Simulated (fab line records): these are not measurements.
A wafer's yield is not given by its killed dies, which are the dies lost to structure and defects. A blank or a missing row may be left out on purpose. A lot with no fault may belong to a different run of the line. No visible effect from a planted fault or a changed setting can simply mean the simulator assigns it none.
8D (eight disciplines) problem report, filled in by code -- flow sky130 -- the parts of the form that need people (team, actions taken, sign-off) are left out

== 1. THE PROBLEM ==
At SKY_FIELD_ISO_DEVELOP_12, developer temp C averages 20.11 C over 9 wafers from 3 lots, while fault-free wafers read 20.98 C, standard deviation 0.11. That puts it -7.9 standard deviations away from the usual mean.
The step: develop time 60 s.
The first sign was on wafer L955.1 at day 6 08:00, on litho track-01. Wafers with a number at this step in the record: 42, from 14 lots. Rule for "out" (also "out of limits"): further than 4 standard deviations from the usual mean. The other wafers with a number count as sound.

== 2. WHAT IT IS; WHAT IT IS NOT ==
question,is,is not
which readings at this step,developer temp C,-
which lots,"L955, L956, L958","L936, L937, L939, L941, L942, L943, L944, L945, L947, L948, L949"
which wafers of those lots,all that have a number,-
read on which tools,litho track-01,"litho track-02, litho track-03"
when,from day 6 08:00,up to then (33 sound wafers)

== 3. THE SUSPECTS, EACH WITH WHAT RULES IT OUT ==
Counting: a tool stays on the suspect list if, at a process step up to the reading, it processed all lots that are out and no sound lot following the first of them.
- litho track-01 at SKY_FIELD_ISO_DEVELOP_12 (develop time 60 s): kept. Every lot that is out went through it, starting with L955 (day 6 08:00), and after that it ran no sound lot; the last sound lot it ran before then is L949 (day 5 00:00). Its own developer temp C readings are out on those wafers.
Left after counting: litho track-01 at SKY_FIELD_ISO_DEVELOP_12.

== 4. THE CAUSE (what the simulator had put in) ==
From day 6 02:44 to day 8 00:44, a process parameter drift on litho track-01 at SKY_FIELD_ISO_DEVELOP_12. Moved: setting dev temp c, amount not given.
The count eliminated every tool but this one.

== 5. THE CHAIN OF EFFECTS, in route order ==
Each row: a reading where the mean over the struck wafers with a number is more than 3 standard deviations away from the usual. Only readings whose record carries a usual standard deviation are examined. hours: median over the lots of the time between each lot's start at the first step of this table that gives one and its start at this step. sigmas: the change, counted in usual standard deviations.
hours,step,reading,usual,on struck wafers,change,sigmas
0,SKY_FIELD_ISO_DEVELOP_12,developer temp C,20.98 C,20.11,-0.87,-7.9
It contains these process steps:
- SKY_FIELD_ISO_DEVELOP_12: develop time 60 s.
At these later measuring or inspecting steps, every struck wafer for which the step has a row has a number for every such reading, and none has moved that far: SKY_VT_ADJUST_HVTR_CD_MEAS_07.

== 6. HOW IT WOULD HAVE BEEN CAUGHT EARLIER ==
First out-of-limits reading in this record: day 6 08:00, which is 5 hours after fault onset at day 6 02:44.
